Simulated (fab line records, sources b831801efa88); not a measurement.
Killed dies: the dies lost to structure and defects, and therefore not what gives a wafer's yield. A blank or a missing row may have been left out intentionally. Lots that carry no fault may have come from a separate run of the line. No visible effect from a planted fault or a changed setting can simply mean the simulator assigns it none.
A lot that was struck, set against a sound lot + flow sky130 + 15 steps out of a route of 708
Sound: wafers L669.1, L669.4, L669.6. Struck: wafer L661.1 (L661.2, L661.4, from the same lot, were not struck and are left out); the cause is given at the end.
Order at every step that has rows: each side's tool, ch and its chambers, its first start. Under that, the readings that differ: sound wafers + struck wafers + difference of the means + sigmas: that difference in standard deviations of wafers without a fault.
alike: readings with means less than 2 such deviations apart, plus words and numbers identical on both sides. not compared: withheld readings, readings lacking a value on some wafer, bounds such as >300 that could conceal the same value, and numbers that have no deviation in the record and whose values overlap.
The two part at a step that has a row with sigmas, a row that says differs or no value, or rows on one side only. When numbers do not overlap yet have no deviation, they are printed without sigmas and do not part them. Lack of a reading on every wafer of one side parts them only where that side has two or more wafers.

SKY_LOCAL_INTERCONNECT_RS_MEAS_01: a four-point-probe measurement.
  struck on film metro-02, day 34 02:57; sound on film metro-03, day 35 23:21
  alike: LOCAL_INTERCONNECT_TIN_RS
SKY_LOCAL_INTERCONNECT_THK_MEAS_02: measures by xrf.
  struck on film metro-02, day 34 03:04; sound on film metro-03, day 35 23:28
  alike: LOCAL_INTERCONNECT_TIN_THK
then, 8 steps without rows for these wafers: SKY_LOCAL_INTERCONNECT_DEHYDRATE_03 (time 60 s); SKY_LOCAL_INTERCONNECT_HMDS_04 (prime time 60 s); SKY_LOCAL_INTERCONNECT_COAT_05 (resist thk 60 nm); SKY_LOCAL_INTERCONNECT_COAT_06 (resist thk 450 nm); SKY_LOCAL_INTERCONNECT_SOFTBAKE_07 (time 90 s); SKY_LOCAL_INTERCONNECT_EXPOSE_08 (exposes mask LI1M, target cd 170 nm); SKY_LOCAL_INTERCONNECT_PEB_09; SKY_LOCAL_INTERCONNECT_DEVELOP_10 (develop time 60 s).
SKY_LOCAL_INTERCONNECT_CD_MEAS_11 targets a cd of 170 nm.
  struck on cd sem-02, day 35 04:46; sound on cd sem-02, day 37 01:38
| reading    | sound             | struck | difference | sigmas |
|------------|-------------------|--------|------------|--------|
| cd nm (nm) | 171.5 171.8 171.8 | 166.6  | -5.1       | -3     |
SKY_LOCAL_INTERCONNECT_OVL_MEAS_12:
  struck on overlay-01, day 35 04:53; sound on overlay-01, day 37 01:46
| reading                     | sound   | struck | difference | sigmas |
|-----------------------------|---------|--------|------------|--------|
| LOCAL_INTERCONNECT_OVL (nm) | -1 5 -1 | 10     | +9         | +2     |
SKY_LOCAL_INTERCONNECT_ETCH_13: etches BARC in N2/H2, stops on SiO2, time 45.9 s, target depth 60 nm.
  sound on rie metal-04 ch 0,1, day 37 01:48; struck on rie metal-03 ch 1, day 35 04:55
| reading    | sound              | struck | difference | sigmas |
|------------|--------------------|--------|------------|--------|
| bias w (W) | 100.09 99.82 99.96 | 96.77  | -3.19      | -12    |
  alike: drypump motor current A, oes product au, throttle valve pct
  not compared: rf hours counter h
SKY_LOCAL_INTERCONNECT_METAL_ETCH_14: etches TiN in Cl2/BCl3, stops on PSG, target depth 110 nm, time 31.4 s.
  sound on rie metal-04 ch 0,1, day 37 01:52; struck on rie metal-03 ch 1, day 35 04:59
| reading    | sound             | struck | difference | sigmas |
|------------|-------------------|--------|------------|--------|
| bias w (W) | 48.55 48.67 48.49 | 48.21  | -0.36      | -3     |
  alike: drypump motor current A, oes product au, throttle valve pct
  not compared: rf hours counter h
-- the record jumps here: 14 days lie between the struck wafers' starts before and after (it left off in module LOCAL_INTERCONNECT and takes up again in module PAD_OPEN, whose first step shown is number 708 of the route) --
SKY_PAD_OPEN_PROBE_99:
  struck on prober-02, day 49 06:33; sound on prober-02, day 50 13:03
| reading            | sound    | struck | difference | sigmas |
|--------------------|----------|--------|------------|--------|
| killed_at_M0_to_M3 | 54 54 47 | 33     | -19        | -3     |
| killed at other    | 0 0 0    | 2      | +2         | +4     |
  alike: killed_at_M4_up, killed at contacts, killed at front end, killed dies, killed open, killed short

## WHERE THEY PART
Last at SKY_PAD_OPEN_PROBE_99 as far as this record goes, first at SKY_LOCAL_INTERCONNECT_CD_MEAS_11.

WHY: what the simulator had put in
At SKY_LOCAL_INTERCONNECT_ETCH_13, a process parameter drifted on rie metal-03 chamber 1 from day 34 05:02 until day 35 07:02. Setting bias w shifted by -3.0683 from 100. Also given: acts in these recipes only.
